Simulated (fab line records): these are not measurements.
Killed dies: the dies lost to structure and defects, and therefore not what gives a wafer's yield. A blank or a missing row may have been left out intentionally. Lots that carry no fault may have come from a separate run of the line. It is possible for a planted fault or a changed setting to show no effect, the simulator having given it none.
Which tool did it? ; flow sky130 ; 12 lots, 36 wafers sampled, at 1 step of a route of 708

WHAT THE GAUGES SHOWED, per wafer
SKY_FIELD_ISO_THK_MEAS_23.
lot;measured;on;FIELD_ISO_OXIDATION_01_THK (nm)
L075;day 2 12:00;filmMetro-03;10.10 10.04 10.15
L077;day 2 22:16;filmMetro-03;10.03 10.08 10.25
L079;day 3 07:38;filmMetro-04;10.14 10.14 10.07
L081;day 3 20:25;filmMetro-03;10.16 10.30 10.24
L083;day 4 05:51;filmMetro-03;9.83 9.98 9.88
L085;day 4 18:15;filmMetro-04;10.23 10.27 10.08
L087;day 5 03:08;filmMetro-04;10.18 10.05 9.97
L089;day 5 13:49;filmMetro-02;9.86 9.79 9.84
L090;day 6 03:00;filmMetro-04;10.24 10.03 10.04
L093;day 6 11:23;filmMetro-03;9.68 9.80 9.77
L095;day 7 01:04;filmMetro-04;10.19 10.24 10.20
L097;day 7 12:40;filmMetro-03;9.93 9.96 10.00

WHICH TOOL RAN EACH LOT (tool, then ch and the chambers of the sampled wafers, then the start)
Record: no process step prior to these readings.

THE ANSWER, worked out from the rows above alone
Rule: usual is defined by the lots themselves. The widest of any qualifying gaps counts: lots, ordered by their means at a reading, are off when they make up no more than a third of the lots, leave a main group of 4 or more, and stand apart from it by 3 or more times the standard deviation of that group's means. If all means in a main group match to the digits the tables above print for the reading, that group is not used. Also off: a lot with no number at a reading for which 4 or more lots have one. Where the step has rows for the other lots, those lots are counted as sound.
No lot is off on any of the readings shown, so nothing can be concluded from this.

WHAT THE SIMULATOR HAD PUT IN
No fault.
